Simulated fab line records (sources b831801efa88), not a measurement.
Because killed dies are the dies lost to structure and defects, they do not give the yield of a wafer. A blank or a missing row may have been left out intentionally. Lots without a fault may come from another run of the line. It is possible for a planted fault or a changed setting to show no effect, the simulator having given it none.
Which tool did it?	flow gf180mcu	7 lots with 21 wafers sampled at 4 steps, on a route of 602 steps

WHAT THE GAUGES SHOWED, per wafer
GF_TOP_METAL_RS_MEAS_05: measures by four-point-probe.
lot	measured	on	TOP_METAL_ALCU_RS (ohm/sq)
L613	day 27 09:22	filmMetro-02	0.0331 0.0328 0.0333
L615	day 28 04:02	filmMetro-01	0.0327 0.0328 0.0326
L617	day 28 22:41	filmMetro-02	0.0329 0.0331 0.0333
L621	day 30 06:05	filmMetro-01	0.0330 0.0329 0.0330
L623	day 30 16:16	filmMetro-03	0.0329 0.0328 0.0328
L630	day 32 12:01	filmMetro-03	9.7895 9.7494 9.7407
L632	day 33 00:26	filmMetro-02	9.7081 9.6177 9.6895

EACH LOT AND THE TOOL THAT RAN IT (in order: tool; ch and the chambers of the sampled wafers; start)
lot	GF_MIM_CVD_05	GF_V5_CMP_26	GF_TOP_METAL_SPUTTER_02
L613	pecvd-04 ch 0,1, day 24 15:15	cmp-01 ch 0,1, day 27 08:54	pvdSputter-02, day 27 09:17
L615	pecvd-04 ch 0,2, day 25 10:01	cmp-02 ch 0,1,3, day 28 03:34	pvdSputter-01, day 28 03:57
L617	pecvd-04 ch 0,1, day 26 05:56	cmp-02 ch 0,2,3, day 28 22:08	pvdSputter-02, day 28 22:34
L621	pecvd-02 ch 1,2, day 27 18:31	cmp-02 ch 1,2, day 30 05:32	pvdSputter-01, day 30 05:58
L623	pecvd-02 ch 0,1,2, day 28 03:31	cmp-02 ch 0,3, day 30 15:45	pvdSputter-02, day 30 16:11
L630	pecvd-04 ch 0,2, day 30 04:13	cmp-01 ch 0,1, day 32 11:33	pvdSputter-03, day 32 11:56
L632	pecvd-01 ch 0,1, day 30 17:56	cmp-02 ch 0,1, day 32 23:52	pvdSputter-02, day 33 00:19
- GF_MIM_CVD_05: deposits Si3N4, target thk 42 nm, time 29.086 s.
- GF_V5_CMP_26: polishes, stops on SiO2, t overpolish 15 s, target thk 0 nm.
- GF_TOP_METAL_SPUTTER_02: material AlCu, target thk 900 nm, time 47.82 s.

THE ANSWER, worked out from the rows above alone
Rule: usual is defined by the lots themselves. The widest of any qualifying gaps counts: lots, ordered by their means at a reading, are off when they make up no more than a third of the lots, leave a main group of 4 or more, and stand apart from it by 3 or more times the standard deviation of that group's means. A main group whose means are all the same, to the digits that the tables above print for the reading, isn't used. Also off: a lot with no number at a reading for which 4 or more lots have one. All remaining lots with rows at the step are treated as sound.
Off: at GF_TOP_METAL_RS_MEAS_05 (TOP_METAL_ALCU_RS), L630, L632. Main group: mean 0.0329 ohm/sq, sd 0.00015.
If a tool, at a process step before that reading, ran all the lots that are off and no sound lot after the first of them, it fits. The gauges at GF_TOP_METAL_RS_MEAS_05 are tried like those tools. Not one of the candidates tried fits.

WHAT THE SIMULATOR PUT IN
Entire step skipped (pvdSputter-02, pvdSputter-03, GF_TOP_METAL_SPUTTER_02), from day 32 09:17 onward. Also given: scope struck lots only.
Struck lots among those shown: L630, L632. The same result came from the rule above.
